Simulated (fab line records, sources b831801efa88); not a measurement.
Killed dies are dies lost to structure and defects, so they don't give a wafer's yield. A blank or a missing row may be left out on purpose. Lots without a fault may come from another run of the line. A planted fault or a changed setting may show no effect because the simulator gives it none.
Chamber matching | flow gf180mcu | GF_V3_CMP_26 on cmp-01: 4 sister chambers
The step polishes, stops on SiO2, t overpolish 15 s, target thk 0 nm. 22 wafers are shown with their chamber, then 11 later ones without.

WAFERS WITH THEIR CHAMBER
wafer  | chamber | motor_current_A (A) | time_to_endpoint_s (s) | overpolish_run_s (s)
L079.1 | 0       | 11.1                | 78                     | 14.997
L079.2 | 1       | 12.9                | 81                     | 15.010
L079.4 | 3       | 8.2                 | 80                     | 15.013
L079.3 | 2       | 9.8                 | 82                     | 14.996
L079.5 | 0       | 10.5                | 79                     | 15.012
L079.6 | 3       | 8.2                 | 81                     | 15.006
L082.1 | 2       | 9.9                 | 83                     | 15.004
L082.4 | 1       | 13.0                | 76                     | 14.999
L082.5 | 1       | 14.5                | 76                     | 14.991
L088.1 | 0       | 11.0                | 78                     | 14.985
L088.2 | 2       | 9.9                 | 80                     | 14.979
L088.4 | 1       | 13.4                | 74                     | 14.993
L088.3 | 3       | 8.4                 | 83                     | 15.002
L088.5 | 1       | 14.4                | 76                     | 15.009
L088.6 | 2       | 10.0                | 80                     | 14.996
L089.3 | 1       | 14.2                | 78                     | 15.020
L089.5 | 0       | 11.4                | 72                     | 15.008
L089.6 | 3       | 8.2                 | 80                     | 14.998
L092.2 | 1       | 13.8                | 78                     | 15.010
L092.4 | 3       | 8.6                 | 84                     | 15.006
L092.5 | 0       | 10.6                | 76                     | 15.010
L095.1 | 1       | 13.5                | 80                     | 15.003

SIGNATURES (means of the wafers above)
reading            | chamber 0 | chamber 1 | chamber 2 | chamber 3 | scatter within a chamber
motor_current_A    | 10.920    | 13.713    | 9.900     | 8.320     | 0.431
time_to_endpoint_s | 76.60     | 77.38     | 81.25     | 81.60     | 2.22
overpolish_run_s   | 15.00240  | 15.00437  | 14.99375  | 15.00500  | 0.00954
Rule: a wafer's distance from a chamber is the root of the sum, over the readings, of the square of ((its reading less the chamber's mean) divided by the reading's scatter). The wafer belongs to the nearest chamber; if the next one is less than 2 further off, it can't be placed. The scatter: the root of (the sum of the squares of (reading less its chamber's mean) over the shown wafers, divided by (wafers less chambers)).

WAFERS WITHOUT THEIR CHAMBER
wafer  | motor_current_A (A) | time_to_endpoint_s (s) | overpolish_run_s (s)
L095.3 | 10.9                | 77                     | 14.982
L095.6 | 13.4                | 82                     | 15.004
L096.1 | 14.1                | 74                     | 14.998
L096.5 | 10.9                | 75                     | 15.013
L096.6 | 8.3                 | 79                     | 14.990
L097.2 | 8.1                 | 84                     | 14.997
L097.4 | 11.0                | 81                     | 14.994
L097.6 | 8.5                 | 84                     | 15.007
L097.1 | 9.4                 | 87                     | 15.000
L097.3 | 14.0                | 80                     | 15.013
L097.5 | 11.4                | 77                     | 14.990

WHICH CHAMBER EACH WENT THROUGH
wafer  | from the rows above     | in truth
L095.3 | can't be placed: 0 or 2 | 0
L095.6 | 1                       | 1
L096.1 | 1                       | 1
L096.5 | 0                       | 0
L096.6 | can't be placed: 3 or 2 | 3
L097.2 | 3                       | 3
L097.4 | can't be placed: 0 or 2 | 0
L097.6 | 3                       | 3
L097.1 | can't be placed: 2 or 3 | 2
L097.3 | 1                       | 1
L097.5 | 0                       | 0
Placed correctly: 7 of 11. Can't be placed from these rows: 4 (the true chamber is among the candidates in 4). Placed wrongly: 0.
